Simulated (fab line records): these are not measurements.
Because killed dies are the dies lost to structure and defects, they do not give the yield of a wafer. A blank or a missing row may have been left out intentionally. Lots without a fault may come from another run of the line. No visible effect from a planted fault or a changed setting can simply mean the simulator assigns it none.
Matching of chambers :: flow gf180mcu :: GF_V5_CMP_26 on cmp-01 has 4 sister chambers
The step polishes, stops on SiO2, t overpolish 15 s, target thk 0 nm. 8 wafers are shown with their chamber, then 7 later ones without.

## WAFERS PAIRED WITH THEIR CHAMBERS
wafer: L359.2
chamber: 3
motor-current-A (A): 11.0
time-to-endpoint-s (s): 91

wafer: L359.3
chamber: 1
motor-current-A (A): 12.2
time-to-endpoint-s (s): 88

wafer: L359.5
chamber: 0
motor-current-A (A): 11.6
time-to-endpoint-s (s): 83

wafer: L362.1
chamber: 0
motor-current-A (A): 12.2
time-to-endpoint-s (s): 90

wafer: L362.3
chamber: 3
motor-current-A (A): 11.6
time-to-endpoint-s (s): 89

wafer: L362.4
chamber: 2
motor-current-A (A): 9.6
time-to-endpoint-s (s): 86

wafer: L365.3
chamber: 2
motor-current-A (A): 9.8
time-to-endpoint-s (s): 88

wafer: L365.5
chamber: 1
motor-current-A (A): 11.8
time-to-endpoint-s (s): 86

## WAFERS WITHOUT THEIR CHAMBER
wafer: L365.6
motor-current-A (A): 11.7
time-to-endpoint-s (s): 89

wafer: L367.1
motor-current-A (A): 12.3
time-to-endpoint-s (s): 92

wafer: L367.3
motor-current-A (A): 11.6
time-to-endpoint-s (s): 90

wafer: L367.6
motor-current-A (A): 11.8
time-to-endpoint-s (s): 90

wafer: L373.2
motor-current-A (A): 12.5
time-to-endpoint-s (s): 92

wafer: L373.4
motor-current-A (A): 12.1
time-to-endpoint-s (s): 94

wafer: L373.5
motor-current-A (A): 11.5
time-to-endpoint-s (s): 94

## EACH ONE'S CHAMBER
wafer: L365.6
from the rows above: can't be placed: 0 or 1 or 3
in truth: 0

wafer: L367.1
from the rows above: can't be placed: 1 or 0 or 3
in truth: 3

wafer: L367.3
from the rows above: can't be placed: 3 or 0 or 1
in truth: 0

wafer: L367.6
from the rows above: can't be placed: 1 or 0 or 3
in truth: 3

wafer: L373.2
from the rows above: can't be placed: 1 or 0 or 3
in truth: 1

wafer: L373.4
from the rows above: can't be placed: 1 or 3 or 0
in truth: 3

wafer: L373.5
from the rows above: can't be placed: 3 or 1 or 0
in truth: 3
Correct placement for 0 of the 7. Cannot be placed on the basis of these rows: 7; the candidates contain the true chamber in 7. Placed wrongly: 0.
How it was worked out, from the rows above alone: a wafer's distance from a chamber is the root of the sum, over the readings, of the square of ((its reading less the chamber's mean) divided by the reading's scatter). The wafer belongs to the nearest chamber; if the next one is less than 2 further off, it can't be placed. For every chamber, the mean is computed from those of its wafers that are shown. The scatter is the square root of a quotient: the sum, over the shown wafers, of each reading's squared deviation from its chamber's mean, divided by wafers minus chambers.
